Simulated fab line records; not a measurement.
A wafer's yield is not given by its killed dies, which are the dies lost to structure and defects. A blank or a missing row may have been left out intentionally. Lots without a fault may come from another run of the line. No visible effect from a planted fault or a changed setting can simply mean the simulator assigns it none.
8D (eight disciplines) problem report, filled in by code || flow gf180mcu || the parts of the form that need people (team, actions taken, sign-off) are left out

1. THE PROBLEM
MVPSD_RS at GF_VT_IMPLANT_RS_MEAS_49 reads a mean of 1188.4 ohm/sq on 6 wafers of 2 lots; wafers without a fault read 1169.1 ohm/sq with a standard deviation of 2.2. Relative to the usual mean, that is a shift of +8.8 standard deviations.
The step: measures by four-point-probe.
Earliest sighting: wafer L340.2 on filmMetro-01 at day 10 01:55. Wafers with a number at this step in the record: 39, from 13 lots. By rule, "out" or "out of limits" means more than 4 standard deviations away from the usual mean. The rest of the wafers with a number are treated as sound.

2. WHAT IT IS, WHAT IT ISN'T
{"question": "which readings at this step", "is": "MVPSD_RS", "is not": "-"}
{"question": "which lots", "is": "L340, L341", "is not": "L332, L333, L334, L335, L342, L345, L347, L350, L352, L353, L354"}
{"question": "which wafers of those lots", "is": "all that have a number", "is not": "-"}
{"question": "read on which gauges", "is": "filmMetro-01, filmMetro-02", "is not": "filmMetro-03"}
{"question": "when", "is": "from day 10 01:55", "is not": "up to then (12 sound wafers); but 21 sound wafers of L342, L345, L347, L350, L352, L353, L354 came after"}

3. SUSPECTS, AND WHAT RULES EACH OUT
Counting: a tool stays on the suspect list if, at a process step up to the reading, it processed all lots that are out and no sound lot following the first of them.
- the gauge at GF_VT_IMPLANT_RS_MEAS_49 has been ruled out. The wafers that are out were read on 2 gauges (filmMetro-01, filmMetro-02).
- plasmaAsher-04 at GF_NWELL_STRIP_10 (strips in O2/N2): ruled out as a lasting fault. After its first lot that is out, L340 (day 5 10:09), sound lots L342 ran on it.
- implanter-04 at GF_MVPSD_IMPLANT_09: kept. Every lot that is out went through it, starting with L340 (day 7 07:32), and after that it ran no sound lot; the last sound lot it ran before then is L335 (day 6 01:17). Out on those wafers are its own readings of doseIonsCm2.
After counting, what remains is implanter-04 at GF_MVPSD_IMPLANT_09.

4. THE CAUSE (what the simulator had put in)
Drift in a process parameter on implanter-04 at GF_MVPSD_IMPLANT_09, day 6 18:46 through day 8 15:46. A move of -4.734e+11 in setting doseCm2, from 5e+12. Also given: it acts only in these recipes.
This tool alone remained once counting was done.

5. THE EFFECT CHAIN, in route order
Each row: a reading whose mean over the struck wafers that have a number lies more than 3 standard deviations from the usual. Only readings for which the record gives a usual standard deviation are gone through. hours: the time from each lot's start at the first step in this table that gives one to its start at this step, as a median over the lots. sigmas: the change in usual standard deviations.
{"hours": 0, "step": "GF_MVPSD_IMPLANT_09", "reading": "doseIonsCm2", "usual": 5.001e+12, "on struck wafers": 4.525e+12, "change": -4.762e+11, "sigmas": -90}
{"hours": 0, "step": "GF_MVPSD_IMPLANT_09", "reading": "faradayCurrentUA", "usual": 28.2, "on struck wafers": 25.6, "change": -2.6, "sigmas": -4.4}
{"hours": 67, "step": "GF_VT_IMPLANT_RS_MEAS_49", "reading": "MVPSD_RS", "usual": "1169.1 ohm/sq", "on struck wafers": 1188.4, "change": "+19.3", "sigmas": "+8.8"}
The process steps in it:
- GF_MVPSD_IMPLANT_09

6. WHAT WOULD HAVE CAUGHT IT SOONER
In this record the first reading out of limits at a measuring or inspecting step was taken at day 10 01:55, 79 hours after the fault began at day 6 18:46.
Tool's own readings at GF_MVPSD_IMPLANT_09, doseIonsCm2: out on all struck wafers the step has rows for; an alarm limit on them would have tripped on the first.
By day 10 01:55 the whole set of lots that are out, 2 in number, had already begun GF_MVPSD_IMPLANT_09 on implanter-04. None of them would have been spared by holding the tool at that moment.
